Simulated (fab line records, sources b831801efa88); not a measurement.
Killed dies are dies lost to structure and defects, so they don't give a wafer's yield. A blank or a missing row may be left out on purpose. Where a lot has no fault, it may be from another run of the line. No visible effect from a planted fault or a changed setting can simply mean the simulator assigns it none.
A struck lot beside a sound one -- flow sky130 -- 15 out of 708 route steps
Sound: wafers L724.2, L724.3, L724.5. Struck: wafers L736.2, L736.4, L736.5. The cause is named last.
Order at every step that has rows: each side's tool, ch and its chambers, its first start. Under that, the readings that differ: sound wafers -- struck wafers -- difference of the means -- sigmas: that difference in standard deviations of wafers without a fault.
alike: same words and numbers on both sides, and readings whose means sit less than 2 such deviations apart. not compared: any withheld reading, any reading some wafer has no value for, any bound like >300 that may hide the same value, and any number with overlapping values for which the record gives no deviation.
The two part at a step that has a row with sigmas, a row that says differs or no value, or rows on one side only. Non-overlapping numbers with no deviation appear without sigmas and do not part them. A reading that every wafer of one side lacks parts them only if that side has two wafers or more.

first, 7 steps without rows for these wafers: SKY_METAL4_HMDS_06 (prime time 60 s); SKY_METAL4_COAT_07 (resist thk 60 nm); SKY_METAL4_COAT_08 (resist thk 1140 nm); SKY_METAL4_SOFTBAKE_09 (time 90 s); SKY_METAL4_EXPOSE_10 (exposes mask MM4, target cd 300 nm); SKY_METAL4_PEB_11; SKY_METAL4_DEVELOP_12 (develop time 57.68 s).
SKY_METAL4_CD_MEAS_13: target cd 300 nm.
  struck on cd_sem-02, day 47 19:30; sound on cd_sem-02, day 44 12:03
  alike: cd_nm
SKY_METAL4_OVL_MEAS_14:
  struck on overlay-01, day 47 19:37; sound on overlay-01, day 44 12:10
  alike: METAL4_OVL
SKY_METAL4_DESCUM_15: chemistry O2, time 8 s.
  sound on rie_metal-02 ch 0,1, day 44 12:11; struck on rie_metal-04 ch 1, day 47 19:38
reading,sound,struck,difference,sigmas
rf_fwd_power_W (W),147.7 147.0 148.0,145.7 145.6 146.1,-1.8,-2
  alike: drypump_motor_current_A, oes_product_au
  not compared: rf_hours_counter_h
SKY_METAL4_ETCH_16: etches BARC in N2/H2, stops on SiO2, time 88.2 s, target depth 60 nm.
  sound on rie_metal-02 ch 0,1, day 44 12:13; struck on rie_metal-04 ch 1, day 47 19:40
  alike: drypump_motor_current_A, oes_product_au, rf_fwd_power_W, throttle_valve_pct
  not compared: rf_hours_counter_h
SKY_METAL4_ETCH_17: etches SiO2 in C4F8/O2/Ar, stops on TiN, time 3.9 s, target depth 15 nm.
  sound on rie_diel-03 ch 0,2, day 44 12:19; struck on rie_diel-02 ch 0,2,3, day 47 19:46
  alike: oes_product_au, rf_fwd_power_W
  not compared: rf_hours_counter_h
SKY_METAL4_METAL_ETCH_18: etches the open film in Cl2/BCl3, stops on SiO2, target depth 845 nm, time 183.1 s.
  sound on rie_metal-01 ch 0,1, day 44 12:20; struck on rie_metal-02 ch 0,1, day 47 19:47
reading,sound,struck,difference,sigmas
model.KrF-thick_of_METAL4_COAT_08.thk_nm (nm),522.1 523.8 530,672.6 663.4 658.9,+139.7,
model.etch.depth_nm (nm),860.7 869.1 868.8,819.1 844.9 841.8,-30.9,
model.METAL4.feature_depth_nm (nm),860.7 869.1 868.8,819.1 844.9 841.8,-30.9,
  alike: drypump_motor_current_A, oes_product_au, rf_fwd_power_W, throttle_valve_pct
  not compared: rf_hours_counter_h
SKY_METAL4_STRIP_19: strips in O2/N2.
  sound on plasma_asher-01 ch 0, day 44 12:31; struck on plasma_asher-03 ch 0, day 47 19:58
reading,sound,struck,difference,sigmas
drypump_motor_current_A (A),6.23 6.23 6.21,5.48 5.50 5.49,-0.73,-3
oes_product_au (a.u.),0.502 0.501 0.506,0.557 0.554 0.553,+0.052,+8
strip_time_to_endpoint_s (s),6.48 6.51 6.56,7.98 7.87 7.83,+1.38,+14
  not compared: rf_hours_counter_h
then, 1 step without rows for these wafers: SKY_METAL4_STRIP_20 (strips in post etch residue remover, time 1200 s).

## WHERE THEY PART
At SKY_METAL4_DESCUM_15 first; at SKY_METAL4_STRIP_19 last (within this record only).

WHY: what had been put in by the simulator
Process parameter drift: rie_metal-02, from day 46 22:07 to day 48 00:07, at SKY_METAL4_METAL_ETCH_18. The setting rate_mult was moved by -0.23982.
